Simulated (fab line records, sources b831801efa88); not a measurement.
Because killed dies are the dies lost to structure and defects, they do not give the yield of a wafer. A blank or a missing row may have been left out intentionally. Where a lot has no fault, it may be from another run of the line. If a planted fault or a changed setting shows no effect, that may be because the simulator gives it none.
8D (eight disciplines) problem report, filled in by code || flow gf180mcu || the parts of the form that need people (team, actions taken, sign-off) are left out

1. THE ISSUE
Wafers free of any fault read 3158 (standard deviation 38) for PSD_TW at GF_PSD_TW_MEAS_11, against a mean of 3374 on 6 wafers of 2 lots. Relative to the usual mean, that is a shift of +5.7 standard deviations.
First seen on wafer L585.1, day 17 02:30, on film_metro-02. The record has a number at this step for 33 wafers belonging to 11 lots. The rule behind "out" and "out of limits": a value lying over 4 standard deviations away from the usual mean. Any other wafer with a number is counted as sound.

2. WHAT IT IS, AND WHAT IT ISN'T
{"question": "which readings at this step", "is": "PSD_TW", "is not": "-"}
{"question": "which lots", "is": "L585, L586", "is not": "L580, L582, L583, L584, L595, L597, L598, L599, L600"}
{"question": "which wafers of those lots", "is": "all that have a number", "is not": "-"}
{"question": "read on which gauges", "is": "film_metro-01, film_metro-02", "is not": "film_metro-04"}
{"question": "when", "is": "from day 17 02:30", "is not": "up to then (12 sound wafers); but 15 sound wafers of L595, L597, L598, L599, L600 came after"}

3. SUSPECTS, AND WHAT RULES EACH OUT
Counting: a tool at a process step up to the reading stays a suspect if it ran every lot that is out and no sound lot after the first of them.
- ruled out: the gauge at GF_PSD_TW_MEAS_11. The wafers that are out were read on 2 gauges (film_metro-01, film_metro-02).
- implanter-01 at GF_PSD_IMPLANT_09: ruled out as a lasting fault. After its first lot that is out, L585 (day 17 02:15), sound lots L597 ran on it.
Left after counting: nothing in the record.

4. THE CAUSE (what the simulator had put in)
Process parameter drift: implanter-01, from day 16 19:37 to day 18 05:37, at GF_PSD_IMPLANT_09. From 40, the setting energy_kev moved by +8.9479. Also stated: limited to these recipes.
It was ruled out by counting, in error; the rule expects a fault to strike all lots run on its tool from its start on, and this fault did not.

5. SEQUENCE OF EFFECTS, ordered by route
One row per reading whose mean, taken over the struck wafers that have a number, lies over 3 standard deviations from the usual. Only readings whose record carries a usual standard deviation are examined. hours: median over the lots of the time between each lot's start at the first step of this table that gives one and its start at this step. sigmas: the change, counted in usual standard deviations.
{"hours": 0, "step": "GF_PSD_IMPLANT_09", "reading": "beam_energy_keV", "usual": 40.000, "on struck wafers": 48.941, "change": "+8.941", "sigmas": "+99 or more"}
{"hours": 0, "step": "GF_PSD_STRIP_10", "reading": "oes_product_au", "usual": "0.592 a.u.", "on struck wafers": 0.573, "change": -0.019, "sigmas": -4.1}
{"hours": 0, "step": "GF_PSD_STRIP_10", "reading": "strip_time_to_endpoint_s", "usual": "16.53 s", "on struck wafers": 17.39, "change": "+0.86", "sigmas": "+22"}
{"hours": 0, "step": "GF_PSD_TW_MEAS_11", "reading": "PSD_TW", "usual": 3158, "on struck wafers": 3374, "change": "+216", "sigmas": "+5.7"}
{"hours": 1, "step": "GF_PSD_RS_MEAS_15", "reading": "PSD_RS", "usual": "108.48 ohm/sq", "on struck wafers": 100.15, "change": -8.33, "sigmas": -31}
The process steps in it:
- GF_PSD_IMPLANT_09
- GF_PSD_STRIP_10: strips in O2/N2.

6. HOW IT WOULD HAVE BEEN CAUGHT EARLIER
Counted from the fault's start at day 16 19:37, it took 7 hours until the first out-of-limits reading at a measuring or inspecting step in this record, taken at day 17 02:30.
Tool's own readings at GF_PSD_IMPLANT_09, beam_energy_keV: out on all struck wafers the step has rows for; an alarm limit on them would have tripped on the first.
